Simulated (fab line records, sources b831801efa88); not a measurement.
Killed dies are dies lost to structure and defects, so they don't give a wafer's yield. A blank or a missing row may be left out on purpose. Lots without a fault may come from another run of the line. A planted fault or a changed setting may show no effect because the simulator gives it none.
fab line records | flow sky130
record lots=14 wafers=42 last_day=50
route steps=708 shown LDD_P@262 LDD_HVN@277 LDD_LDN@299 POLY_CUT@318
lots that met no fault: from a run of the same line without faults
start_h: hours from the record's first day to the start of the lot's first wafer shown | wait_h: hours since the lot's step before | " the same as in the row above | L1.1+2: a row that stands for several wafers | - no value, or no start given | * or withheld: withheld | < > ~ a bound
route shown NAME@n: a module of which the file shows steps, and the number in the route of the first | usual: mean/standard deviation of fault-free wafers | same: alike in all rows | chamber/n: place in a boat | sites: the reading at each site | _std_site: their standard deviation | _edge_site: outer sites' mean less inner sites' | radius_mm: how far each site lies from the wafer's centre | mask NAME#n: copy n | behind: the tool/chamber that last shaped the wafer | hold: why the lot was held/for how many hours/how that ended | device: the transistor (n, p or np) that didn't switch | end of line: the same wafers' tests at the end of the route | a step without rows: its recipe alone | killed: dies lost to structure and defects at the first sort, not the wafer's yield | map: a wafer's dies, x killed, . not, _ none there
set.NAME: the setting as run; set.NAME@STEP: as run at that earlier step | model.NAME: the simulator's own value behind a step, which no gauge read
steps of the route over a sample of lots; a table a step, a row a wafer
services: from which hour (start_h, from the record's first day; less than 0 if before it) a tool's chamber was out of use, for how many hours, and why
## steps
# step SKY_LDD_P_CD_MEAS_07
# recipe target_cd_nm=380
# usual cd_nm=380.3/1.9
# columns lot.wafer tool chamber start_h wait_h cd_nm
L474.1 cd_sem-02 - 449.90 0.1 378.9
L474.3 " - " " 379.5
L474.6 " - " " 378.1
L476.2 cd_sem-01 - 476.64 0.1 381.3
L476.3 " - " " 380.6
L476.6 " - " " 380.2
L477.2 cd_sem-01 - 477.52 0.1 381.1
L477.3 " - " " 382.8
L477.6 " - " " 379.6
L478.1 cd_sem-02 - 492.47 0.1 379.0
L478.3 " - " " 379.2
L478.4 " - " " 378.8
L480.1 cd_sem-01 - 512.84 0.1 382.2
L480.2 " - " " 382.8
L480.3 " - " " 379.5
L485.1 cd_sem-01 - 550.07 0.1 382.0
L485.3 " - " " 382.1
L485.6 " - " " 381.8
L484.3 cd_sem-01 - 554.48 0.1 379.5
L484.4 " - " " 378.4
L484.6 " - " " 377.6
L487.1 cd_sem-02 - 570.84 0.1 380.4
L487.3 " - " " 384.2
L487.6 " - " " 382.3
L491.1 cd_sem-01 - 602.39 0.1 383.3
L491.2 " - " " 382.4
L491.6 " - " " 382.2
L492.4 cd_sem-02 - 607.78 0.1 379.1
L492.5 " - " " 380.1
L492.6 " - " " 382.6
L494.1 cd_sem-01 - 629.89 0.1 378.1
L494.3 " - " " 380.9
L494.6 " - " " 379.4
L493.3 cd_sem-02 - 631.33 0.1 379.6
L493.4 " - " " 380.6
L493.5 " - " " 380.8
L495.4 cd_sem-01 - 631.96 0.1 380.9
L495.5 " - " " 382.0
L495.6 " - " " 382.9
L496.1 cd_sem-01 - 638.34 0.1 380.0
L496.4 " - " " 381.8
L496.5 " - " " 382.2
# step SKY_LDD_HVN_TW_MEAS_10
# usual LDD_HVN_TW=1423/9.3
# columns lot.wafer tool chamber start_h wait_h LDD_HVN_TW
L474.1 film_metro-03 - 481.67 0.1 1430
L474.3 " - " " 1419
L474.6 " - " " 1431
L476.2 film_metro-03 - 508.72 0.1 1418
L476.3 " - " " 1428
L476.6 " - " " 1426
L477.2 film_metro-03 - 509.42 0.1 1430
L477.3 " - " " 1429
L477.6 " - " " 1426
L478.1 film_metro-04 - 524.23 0.1 1411
L478.3 " - " " 1403
L478.4 " - " " 1409
L480.1 film_metro-04 - 544.71 0.1 1417
L480.2 " - " " 1412
L480.3 " - " " 1414
L485.1 film_metro-03 - 581.76 0.1 1419
L485.3 " - " " 1420
L485.6 " - " " 1425
L484.3 film_metro-03 - 585.52 0.1 1425
L484.4 " - " " 1419
L484.6 " - " " 1425
L487.1 film_metro-02 - 602.00 0.1 1425
L487.3 " - " " 1430
L487.6 " - " " 1423
L491.1 film_metro-03 - 631.86 0.1 1419
L491.2 " - " " 1421
L491.6 " - " " 1427
L492.4 film_metro-03 - 635.98 0.1 1422
L492.5 " - " " 1417
L492.6 " - " " 1414
L494.1 film_metro-04 - 658.71 0.1 1403
L494.3 " - " " 1408
L494.6 " - " " 1408
L493.3 film_metro-04 - 660.45 0.1 1407
L493.4 " - " " 1407
L493.5 " - " " 1413
L495.4 film_metro-03 - 660.59 0.1 1424
L495.5 " - " " 1423
L495.6 " - " " 1417
L496.1 film_metro-03 - 668.05 0.1 1425
L496.4 " - " " 1426
L496.5 " - " " 1423
# step SKY_LDD_LDN_IMPLANT_10
# recipe species=As energy_kev=15 dose_cm2=1.25e+13 tilt_deg=withheld rotation_deg=203
# usual beam_energy_keV=15.000/0.0044 beam_on_s=10.02/0.18
# columns lot.wafer tool chamber start_h wait_h beam_energy_keV beam_on_s
L474.1 implanter-04 0 543.51 0.1 15.002 10.30
L474.3 " 0 " " 14.993 10.22
L474.6 " 0 " " 15.005 10.27
L476.2 implanter-03 0 569.78 0.1 15.006 10.28
L476.3 " 0 " " 15.007 9.77
L476.6 " 0 " " 15.002 10.19
L477.2 implanter-04 0 571.33 0.1 15.002 10.39
L477.3 " 0 " " 15.004 9.95
L477.6 " 0 " " 15.001 9.92
L478.1 implanter-01 0 585.86 0.1 14.998 9.81
L478.3 " 0 " " 15.003 9.85
L478.4 " 0 " " 15.006 10.04
L480.1 implanter-04 0 605.50 0.1 14.998 9.95
L480.2 " 0 " " 15.000 9.96
L480.3 " 0 " " 14.998 9.94
L485.1 implanter-01 - 641.71 0.1 - -
L485.3 " - " " - -
L485.6 " - " " - -
L484.3 implanter-04 - 644.05 0.1 - -
L484.4 " - " " - -
L484.6 " - " " - -
L487.1 implanter-01 0 659.36 0.1 15.001 9.98
L487.3 " 0 " " 15.003 10.34
L487.6 " 0 " " 14.999 9.93
L491.1 implanter-04 0 688.15 0.1 14.992 10.31
L491.2 " 0 " " 14.996 10.14
L491.6 " 0 " " 14.998 10.06
L492.4 implanter-01 0 693.93 0.1 15.001 10.34
L492.5 " 0 " " 14.998 10.22
L492.6 " 0 " " 15.003 9.59
L494.1 implanter-03 0 715.93 0.1 15.007 9.77
L494.3 " 0 " " 14.996 9.95
L494.6 " 0 " " 15.004 9.94
L493.3 implanter-03 0 717.43 0.1 15.002 9.84
L493.4 " 0 " " 14.999 9.90
L493.5 " 0 " " 15.000 9.87
L495.4 implanter-01 0 717.48 0.1 15.011 10.16
L495.5 " 0 " " 15.016 10.16
L495.6 " 0 " " 14.998 10.09
L496.1 implanter-04 0 724.40 0.1 14.997 10.09
L496.4 " 0 " " 15.001 10.13
L496.5 " 0 " " 14.995 9.62
# step SKY_LDD_LDN_TW_MEAS_13
# usual LDD_LDN_TW=1475/13
# columns lot.wafer tool chamber start_h wait_h LDD_LDN_TW
L474.1 film_metro-02 - 543.91 0.1 1475
L474.3 " - " " 1467
L474.6 " - " " 1480
L476.2 film_metro-04 - 570.17 0.1 1446
L476.3 " - " " 1450
L476.6 " - " " 1458
L477.2 film_metro-02 - 571.71 0.1 1462
L477.3 " - " " 1469
L477.6 " - " " 1472
L478.1 film_metro-02 - 586.26 0.1 1484
L478.3 " - " " 1472
L478.4 " - " " 1482
L480.1 film_metro-02 - 605.95 0.1 1474
L480.2 " - " " 1469
L480.3 " - " " 1474
L485.1 film_metro-04 - 642.11 0.1 1343
L485.3 " - " " 1339
L485.6 " - " " 1341
L484.3 film_metro-01 - 644.42 0.1 1371
L484.4 " - " " 1374
L484.6 " - " " 1376
L487.1 film_metro-01 - 659.76 0.1 1478
L487.3 " - " " 1481
L487.6 " - " " 1481
L491.1 film_metro-04 - 688.55 0.1 1466
L491.2 " - " " 1458
L491.6 " - " " 1473
L492.4 film_metro-02 - 694.28 0.1 1470
L492.5 " - " " 1472
L492.6 " - " " 1473
L494.1 film_metro-04 - 716.33 0.1 1467
L494.3 " - " " 1472
L494.6 " - " " 1467
L493.3 film_metro-04 - 717.80 0.1 1468
L493.4 " - " " 1469
L493.5 " - " " 1464
L495.4 film_metro-01 - 717.83 0.1 1496
L495.5 " - " " 1483
L495.6 " - " " 1499
L496.1 film_metro-04 - 724.80 0.1 1466
L496.4 " - " " 1464
L496.5 " - " " 1475
# step SKY_POLY_CUT_ETCH_11
# recipe target=Si3N4 chemistry=CF4/CH2F2/Ar stop_on=poly-Si source_w=600 bias_w=150 pressure_mtorr=40 cf4_flow_sccm=40 ch2f2_flow_sccm=20 Ar_flow_sccm=150 time_s=42.5 target_depth_a=600
# usual ch2f2_flow_sccm=20.00/0.059 drypump_motor_current_A=5.6/0.48 oes_product_au=0.829/0.006 throttle_valve_pct=14.994/0.0095
# columns lot.wafer tool chamber start_h wait_h ch2f2_flow_sccm drypump_motor_current_A oes_product_au rf_hours_counter_h throttle_valve_pct
L474.1 rie_diel-03 2 577.57 0.0 19.91 6.2 0.829 7 14.987
L474.3 " 1 " " 19.99 6.7 0.838 12 14.987
L474.6 " 3 " " 19.91 5.2 0.831 - 14.982
L476.2 rie_diel-04 2 603.75 0.0 19.99 5.6 0.817 5 14.995
L476.3 " 0 " " 20.05 5.3 0.825 3 14.992
L476.6 " 2 " " 20.02 5.6 0.825 - 14.995
L477.2 rie_diel-03 1 604.40 0.0 20.10 6.6 0.825 12 15.011
L477.3 " 2 " " 20.06 6.2 0.827 7 14.999
L477.6 " 2 " " 20.04 6.2 0.831 - 14.989
L478.1 rie_diel-02 1 618.02 0.0 19.99 6.1 0.831 12 15.004
L478.3 " 0 " " 19.96 5.1 0.833 65 14.969
L478.4 " 2 " " 19.98 5.1 0.831 1 14.996
L480.1 rie_diel-03 3 638.20 0.0 19.97 5.3 0.838 14 15.002
L480.2 " 2 " " 20.00 6.2 0.832 8 15.002
L480.3 " 0 " " 20.01 5.7 0.832 33 14.984
L487.1 rie_diel-03 0 690.06 0.0 19.97 5.7 0.825 35 15.003
L487.3 " 0 " " 19.95 5.7 0.826 - 14.988
L487.6 " 0 " " 19.96 5.7 0.824 - 15.000
L491.1 rie_diel-02 1 718.32 0.0 20.04 6.1 0.822 14 14.996
L491.2 " 2 " " 19.99 5.1 0.821 3 14.986
L491.6 " 2 " " 20.03 5.1 0.823 - 14.976
L492.4 rie_diel-02 2 724.94 0.0 19.94 5.1 0.831 4 14.995
L492.5 " 3 " " 20.04 5.3 0.826 - 14.987
L492.6 " 2 " " 19.99 5.1 0.836 - 15.018
L494.1 rie_diel-04 0 745.45 0.0 20.08 5.3 0.838 7 15.003
L494.3 " 1 " " 20.11 6.1 0.836 6 14.994
L494.6 " 1 " " 19.99 6.1 0.829 - 14.993
L493.3 rie_diel-04 1 748.94 0.0 20.03 6.1 0.824 7 14.990
L493.4 " 0 " " 19.95 5.3 0.818 7 14.995
L493.5 " 0 " " 19.99 5.4 0.831 - 15.003
L495.4 rie_diel-02 2 749.17 0.0 20.08 5.1 0.831 4 15.008
L495.5 " 2 " " 20.03 5.1 0.840 - 14.984
L495.6 " 1 " " 20.05 6.1 0.832 - 15.010
L496.1 rie_diel-04 0 753.89 0.0 19.99 5.3 0.829 7 15.007
L496.4 " 1 " " 20.00 6.1 0.829 7 15.002
L496.5 " 0 " " 19.99 5.3 0.839 - 14.977
## services
# columns tool chamber start_h hours kind
implanter-01 - 524.49 4.0 pm
implanter-01 - 530.54 2.7 repair
rie_diel-03 1 535.73 5.6 repair
rie_diel-03 3 554.60 1.8 repair
rie_diel-03 1 558.07 2.2 repair
implanter-03 - 562.14 4.6 repair
rie_diel-03 2 562.84 9.5 repair
rie_diel-04 2 587.72 3.6 repair
implanter-01 - 589.51 2.9 repair
rie_diel-04 3 599.64 - clean
rie_diel-04 3 599.64 30.9 scheduled_down
rie_diel-04 3 599.64 30.9 vent_cycle
rie_diel-02 0 628.02 - clean
rie_diel-02 0 628.02 27.5 scheduled_down
rie_diel-02 0 628.02 27.5 vent_cycle
implanter-01 - 649.50 1.6 repair
rie_diel-03 1 673.87 18.9 repair
rie_diel-03 2 681.03 22.9 repair
rie_diel-04 0 698.06 1.8 repair
implanter-04 - 702.67 0.7 repair
implanter-04 - 712.91 9.1 pm
implanter-04 - 725.28 3.8 pm
rie_diel-03 1 729.34 15.0 repair
## key
first_sign step=SKY_LDD_LDN_IMPLANT_10 reading=tool_record direction=missing
effect step=SKY_LDD_LDN_TW_MEAS_13 reading=LDD_LDN_TW direction=down sigmas=9 usual=1475 struck=1357
met_at SKY_LDD_LDN_IMPLANT_10
struck_lots L484,L485
later_rows_left_out L484.3,L484.4,L484.6,L485.1,L485.3,L485.6
sort_left_out L484.3,L484.4,L484.6,L485.1,L485.3,L485.6
tester_left_out L484,L485
not_acting_at SKY_LDD_P_CD_MEAS_07,SKY_LDD_HVN_TW_MEAS_10,SKY_POLY_CUT_ETCH_11
onset_between 605.50 641.71
fault kind=skipped_step_whole tool=implanter-01,implanter-04 chamber=- onset_h=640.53 steps=SKY_LDD_LDN_IMPLANT_10 scope=struck_lots_only
# tester_left_out: of these lots the tester's yield and bins aren't shown, on N5 and GAA mostly nor the transistor test; their killed dies are dies lost to structure and defects alone, not to doping, threshold or leakage, so they don't give the yield
# sort_left_out: the simulated sort isn't trusted on such a fault, so these wafers' sort isn't shown, and their yield isn't known
# later_rows_left_out: the simulator's readings of these wafers behind a module that went badly wrong aren't trusted and aren't shown, but for the sort
